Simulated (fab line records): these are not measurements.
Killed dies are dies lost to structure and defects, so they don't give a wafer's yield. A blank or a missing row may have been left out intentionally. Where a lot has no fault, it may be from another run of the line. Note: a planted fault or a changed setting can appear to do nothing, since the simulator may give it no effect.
Matching of chambers / flow sky130 / SKY_LI_CONTACT_ETCH_14 on rieDiel-03: 4 sister chambers
The step etches BARC in N2/H2, stops on SiO2, time 44.54 s, target depth 60 nm. 4 wafers are shown with their chamber, then 9 later ones without.

## WAFERS PAIRED WITH THEIR CHAMBERS
wafer=L081.3; chamber=1; drypumpMotorCurrentA (A)=6.0
wafer=L086.4; chamber=2; drypumpMotorCurrentA (A)=5.2
wafer=L089.4; chamber=0; drypumpMotorCurrentA (A)=4.9
wafer=L089.5; chamber=3; drypumpMotorCurrentA (A)=6.1

## WAFERS WHOSE CHAMBER IS MISSING
wafer=L093.2; drypumpMotorCurrentA (A)=5.0
wafer=L093.3; drypumpMotorCurrentA (A)=6.1
wafer=L093.5; drypumpMotorCurrentA (A)=6.0
wafer=L095.1; drypumpMotorCurrentA (A)=4.9
wafer=L095.2; drypumpMotorCurrentA (A)=5.2
wafer=L095.4; drypumpMotorCurrentA (A)=6.1
wafer=L097.2; drypumpMotorCurrentA (A)=6.1
wafer=L097.3; drypumpMotorCurrentA (A)=5.0
wafer=L097.5; drypumpMotorCurrentA (A)=6.0

## WHICH CHAMBER EACH ONE RAN IN
wafer=L093.2; from the rows above=0; in truth=0
wafer=L093.3; from the rows above=3; in truth=3
wafer=L093.5; from the rows above=1; in truth=1
wafer=L095.1; from the rows above=0; in truth=0
wafer=L095.2; from the rows above=2; in truth=2
wafer=L095.4; from the rows above=3; in truth=3
wafer=L097.2; from the rows above=3; in truth=3
wafer=L097.3; from the rows above=0; in truth=0
wafer=L097.5; from the rows above=1; in truth=1
Correct placement for 9 of the 9. Can't be placed from these rows: 0. Wrongly placed: 0.
How it was worked out, from the rows above alone: a wafer's distance from a chamber is the root of the sum, over the readings, of the square of ((its reading less the chamber's mean) divided by the reading's scatter). The wafer belongs to the nearest chamber; if the next one is less than 2 further off, it can't be placed. A chamber's mean is the mean of its shown wafers. The scatter: with one shown wafer a chamber, the root of the mean of the squares of how far each hidden wafer lies from its nearest shown one.
